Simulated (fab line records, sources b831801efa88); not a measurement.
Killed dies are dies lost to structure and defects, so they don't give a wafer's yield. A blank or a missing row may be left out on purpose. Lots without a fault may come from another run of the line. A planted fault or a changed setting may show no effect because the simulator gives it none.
fab line records | flow gf180mcu
record lots=14 wafers=42 last_day=34
route steps=602 shown CONTACT@297 M2@363 V2@407 M3@426
lots that met no fault: from a run of the same line without faults
start_h: hours from the record's first day to the start of the lot's first wafer shown | wait_h: hours since the lot's step before | " the same as in the row above | L1.1+2: a row that stands for several wafers | - no value, or no start given | * or withheld: withheld | < > ~ a bound
route shown NAME@n: a module of which the file shows steps, and the number in the route of the first | usual: mean/standard deviation of fault-free wafers | same: alike in all rows | chamber/n: place in a boat | sites: the reading at each site | _std_site: their standard deviation | _edge_site: outer sites' mean less inner sites' | radius_mm: how far each site lies from the wafer's centre | mask NAME#n: copy n | behind: the tool/chamber that last shaped the wafer | hold: why the lot was held/for how many hours/how that ended | device: the transistor (n, p or np) that didn't switch | end of line: the same wafers' tests at the end of the route | a step without rows: its recipe alone | killed: dies lost to structure and defects at the first sort, not the wafer's yield | map: a wafer's dies, x killed, . not, _ none there
set.NAME: the setting as run; set.NAME@STEP: as run at that earlier step | model.NAME: the simulator's own value behind a step, which no gauge read
steps of the route over a sample of lots; a table a step, a row a wafer
services: from which hour (start_h, from the record's first day; less than 0 if before it) a tool's chamber was out of use, for how many hours, and why
## steps
# step GF_CONTACT_SOFTBAKE_10
# recipe temp_c=130 time_s=60 resist=KrF
# usual heater_power_total_W=93.05/0.054 run_length_s=89.0/0.33
# columns lot.wafer tool chamber start_h wait_h heater_power_total_W run_length_s
L569.2 litho_track-04 0 363 - 93.03 89.4
L569.5 " 0 " " 93.06 89.4
L569.6 " 0 " " 93.06 89.4
L571.2 litho_track-03 0 377 - 93.03 88.7
L571.3 " 0 " " 93.09 88.9
L571.6 " 0 " " 93.09 88.7
L574.1 litho_track-03 0 394 - 92.94 88.9
L574.2 " 0 " " 93.09 89.0
L574.5 " 0 " " 93.05 88.7
L575.4 litho_track-03 0 408 - 93.04 89.0
L575.5 " 0 " " 92.93 88.9
L575.6 " 0 " " 92.96 88.7
L576.1 litho_track-01 0 421 - 92.98 88.8
L576.3 " 0 " " 93.07 88.7
L576.4 " 0 " " 93.09 88.8
L578.2 litho_track-03 0 433 - 93.04 88.9
L578.3 " 0 " " 92.99 88.8
L578.6 " 0 " " 93.13 88.9
L579.1 litho_track-01 0 433 - 93.08 88.7
L579.2 " 0 " " 93.07 88.7
L579.3 " 0 " " 93.05 88.7
L580.2 litho_track-03 0 450 - 93.10 88.8
L580.3 " 0 " " 93.09 88.7
L580.5 " 0 " " 93.03 88.9
L586.4 litho_track-04 0 503 - 92.96 89.5
L586.5 " 0 " " 93.00 89.4
L586.6 " 0 " " 93.07 89.4
L587.1 litho_track-03 0 507 - 94.71 85.8
L587.3 " 0 " " 94.56 86.0
L587.4 " 0 " " 94.68 85.9
L588.1 litho_track-01 0 520 - 93.08 88.7
L588.3 " 0 " " 93.05 89.0
L588.5 " 0 " " 92.99 88.9
L590.1 litho_track-03 0 529 - 94.60 85.8
L590.2 " 0 " " 94.62 86.0
L590.3 " 0 " " 94.71 85.8
L591.1 litho_track-04 0 535 - 93.09 89.7
L591.2 " 0 " " 93.03 89.4
L591.5 " 0 536 - 93.07 89.4
L592.2 litho_track-04 0 545 - 93.08 89.5
L592.3 " 0 " " 93.07 89.4
L592.5 " 0 " " 93.06 89.7
# step GF_M2_SPUTTER_01
# recipe material=TiN target_thk_nm=30 power_w=6500 time_s=25 chamber_pressure_pa=0.4
# usual throttle_valve_pct=29.8/0.88
# columns lot.wafer tool chamber start_h wait_h throttle_valve_pct
L569.2 pvd_sputter-01 - 424.74 0.1 29.7
L569.5 " - " " 30.4
L569.6 " - " " 30.0
L571.2 pvd_sputter-04 - 440.86 0.1 28.0
L571.3 " - " " 29.0
L571.6 " - " " 27.8
L574.1 pvd_sputter-03 - 459.24 0.1 30.3
L574.2 " - " " 29.5
L574.5 " - " " 28.5
L575.4 pvd_sputter-03 - 472.04 0.1 30.3
L575.5 " - " " 29.6
L575.6 " - " " 28.5
L576.1 pvd_sputter-03 - 485.97 0.1 28.5
L576.3 " - " " 29.3
L576.4 " - " " 30.2
L578.2 pvd_sputter-03 - 496.62 0.1 29.3
L578.3 " - " " 30.4
L578.6 " - " " 30.5
L579.1 pvd_sputter-03 - 499.39 0.1 30.2
L579.2 " - " " 30.2
L579.3 " - " " 28.6
L580.2 pvd_sputter-03 - 515.50 0.1 30.4
L580.3 " - " " 30.1
L580.5 " - " " 29.4
L586.4 pvd_sputter-03 - 563.43 0.1 28.6
L586.5 " - " " 30.5
L586.6 " - " " 30.3
L587.1 pvd_sputter-04 - 567.99 0.1 30.4
L587.3 " - " " 30.9
L587.4 " - " " 30.7
L588.1 pvd_sputter-04 - 579.64 0.1 30.2
L588.3 " - " " 29.0
L588.5 " - " " 30.3
L590.1 pvd_sputter-04 - 588.68 0.1 28.0
L590.2 " - " " 31.0
L590.3 " - " " 30.4
L591.1 pvd_sputter-01 - 594.73 0.1 30.7
L591.2 " - " " 30.3
L591.5 " - " " 30.0
L592.2 pvd_sputter-01 - 603.61 0.1 29.9
L592.3 " - " " 30.6
L592.5 " - " " 31.0
# step GF_V2_THK_MEAS_25
# recipe thk_meas_gauge=xrf reads=W_of_V2_CVD_23
# usual V2_W_THK=359/6.3
# columns lot.wafer tool chamber start_h wait_h V2_W_THK[nm]
L569.2 film_metro-03 - 476.80 0.1 360
L569.5 " - " " 359
L569.6 " - " " 367
L571.2 film_metro-03 - 492.54 0.1 349
L571.3 " - " " 350
L571.6 " - " " 354
L574.1 film_metro-02 - 508.63 0.1 355
L574.2 " - " " 361
L574.5 " - " " 351
L575.4 film_metro-03 - 521.16 0.1 363
L575.5 " - " " 360
L575.6 " - " " 374
L576.1 film_metro-03 - 535.35 0.1 365
L576.3 " - " " 365
L576.4 " - " " 363
L578.2 film_metro-03 - 544.07 0.1 358
L578.3 " - " " 363
L578.6 " - " " 359
L579.1 film_metro-03 - 547.22 0.1 362
L579.2 " - " " 350
L579.3 " - " " 360
L580.2 film_metro-03 - 562.34 0.1 366
L580.3 " - " " 358
L580.5 " - " " 363
L586.4 film_metro-03 - 608.19 0.1 356
L586.5 " - " " 357
L586.6 " - " " 360
L587.1 film_metro-03 - 612.53 0.1 354
L587.3 " - " " 354
L587.4 " - " " 352
L588.1 film_metro-02 - 623.49 0.1 360
L588.3 " - " " 357
L588.5 " - " " 353
L590.1 film_metro-01 - 632.71 0.1 354
L590.2 " - " " 366
L590.3 " - " " 368
L591.1 film_metro-03 - 639.08 0.1 354
L591.2 " - " " 367
L591.5 " - " " 358
L592.2 film_metro-01 - 646.89 0.1 367
L592.3 " - " " 365
L592.5 " - " " 353
# step GF_M3_STRIP_17
# recipe chemistry=O2/N2 power_w=1400 pressure_mtorr=1500 platen_temp_c=250 o2_flow_sccm=3000 n2_flow_sccm=300 overash_fraction=0.5
# usual drypump_motor_current_A=5.8/0.36 heater_power_w=344/18 oes_product_au=0.557/0.0046 strip_time_to_endpoint_s=7.86/0.057
# columns lot.wafer tool chamber start_h wait_h drypump_motor_current_A heater_power_w oes_product_au rf_hours_counter_h strip_time_to_endpoint_s
L569.2 plasma_asher-02 0 501.68 0.1 5.5 337 0.561 97 7.84
L569.5 " 0 " " 5.4 327 0.558 - 7.84
L569.6 " 1 " " 5.6 326 0.551 - 7.80
L571.2 plasma_asher-04 1 516.92 0.1 5.9 346 0.552 39 7.85
L571.3 " 0 " " 5.7 359 0.563 - 7.82
L571.6 " 1 " " 5.9 338 0.560 - 7.89
L574.1 plasma_asher-04 0 532.38 0.1 5.7 348 0.553 41 7.74
L574.2 " 1 " " 5.9 344 0.548 41 7.74
L574.5 " 1 " " 5.8 342 0.558 - 7.76
L575.4 plasma_asher-04 1 544.45 0.1 5.9 334 0.557 - 7.88
L575.5 " 0 " " 5.8 356 0.563 - 7.89
L575.6 " 1 " " 5.9 347 0.562 - 7.85
L576.1 plasma_asher-04 0 558.48 0.1 5.7 349 0.563 44 7.89
L576.3 " 1 " " 5.9 339 0.564 - 7.85
L576.4 " 0 " " 5.7 352 0.563 - 7.83
L578.2 plasma_asher-02 1 566.93 0.1 5.6 330 0.556 106 7.88
L578.3 " 1 " " 5.6 323 0.560 - 7.91
L578.6 " 0 " " 5.4 329 0.557 - 7.87
L579.1 plasma_asher-02 1 569.18 0.1 5.6 340 0.562 106 7.86
L579.2 " 0 " " 5.4 328 0.555 106 7.80
L579.3 " 0 " " 5.4 332 0.554 - 7.83
L580.2 plasma_asher-01 0 584.72 0.1 6.4 351 0.560 80 7.86
L580.3 " 0 " " 6.5 347 0.552 - 7.83
L580.5 " 0 " " 6.5 354 0.559 - 7.87
L586.4 plasma_asher-01 0 629.56 0.1 6.4 353 0.553 - 7.79
L586.5 " 1 " " 6.4 384 0.548 - 7.82
L586.6 " 0 " " 6.4 349 0.553 - 7.75
L587.1 plasma_asher-02 1 633.92 0.1 5.5 319 0.554 113 7.87
L587.3 " 1 " " 5.6 334 0.556 - 7.93
L587.4 " 0 " " 5.4 328 0.558 - 7.92
L588.1 plasma_asher-04 0 644.48 0.1 5.7 354 0.555 54 7.78
L588.3 " 1 " " 5.9 344 0.550 - 7.84
L588.5 " 1 " " 5.9 347 0.560 - 7.78
L590.1 plasma_asher-02 1 653.38 0.1 5.6 327 0.558 115 7.82
L590.2 " 0 " " 5.4 325 0.550 115 7.87
L590.3 " 1 " " 5.6 327 0.562 - 7.90
L591.1 plasma_asher-04 0 659.03 0.1 5.8 359 0.556 56 7.91
L591.2 " 1 " " 5.9 353 0.560 56 7.89
L591.5 " 0 " " 5.7 350 0.564 - 7.93
L592.2 plasma_asher-02 0 667.33 0.1 5.4 330 0.557 117 8.02
L592.3 " 1 " " 5.6 331 0.560 - 8.01
L592.5 " 1 " " 5.6 326 0.565 - 7.97
## services
# columns tool chamber start_h hours kind
pvd_sputter-04 - 341.34 2.0 repair
pvd_sputter-01 - 344.47 2.7 repair
litho_track-03 - 353.08 - consumable_replace:filter
plasma_asher-04 - 353.58 4.3 repair
plasma_asher-04 - 356.53 14.5 repair
pvd_sputter-01 - 384.64 1.2 repair
pvd_sputter-03 - 387.76 3.6 repair
pvd_sputter-04 - 421.80 11.6 repair
pvd_sputter-01 - 434.63 2.9 repair
pvd_sputter-03 - 454.13 1.9 repair
pvd_sputter-04 - 467.76 6.6 repair
pvd_sputter-03 - 477.96 1.2 repair
pvd_sputter-01 - 510.13 2.7 repair
pvd_sputter-03 - 544.95 1.1 repair
plasma_asher-01 - 561.52 5.7 repair
plasma_asher-04 - 566.70 0.9 repair
pvd_sputter-03 - 646.24 2.2 repair
## key
first_sign step=GF_CONTACT_SOFTBAKE_10 reading=heater_power_total_W direction=up sigmas=30 usual=93.05 struck=94.65
effect step=GF_CONTACT_SOFTBAKE_10 reading=run_length_s direction=down sigmas=9.4 usual=* struck=*
met_at GF_CONTACT_SOFTBAKE_10
struck_lots L587,L590
tester_left_out L587,L590
not_acting_at GF_M2_SPUTTER_01,GF_V2_THK_MEAS_25,GF_M3_STRIP_17
onset_between 450 507
fault kind=process_parameter_drift tool=litho_track-03 chamber=- onset_h=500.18 steps=GF_CONTACT_SOFTBAKE_10 channel=time_s offset=* shape=step end_h=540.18 acts_in=* stated=*
# tester_left_out: of these lots the tester's yield and bins aren't shown, on N5 and GAA mostly nor the transistor test; their killed dies are dies lost to structure and defects alone, not to doping, threshold or leakage, so they don't give the yield
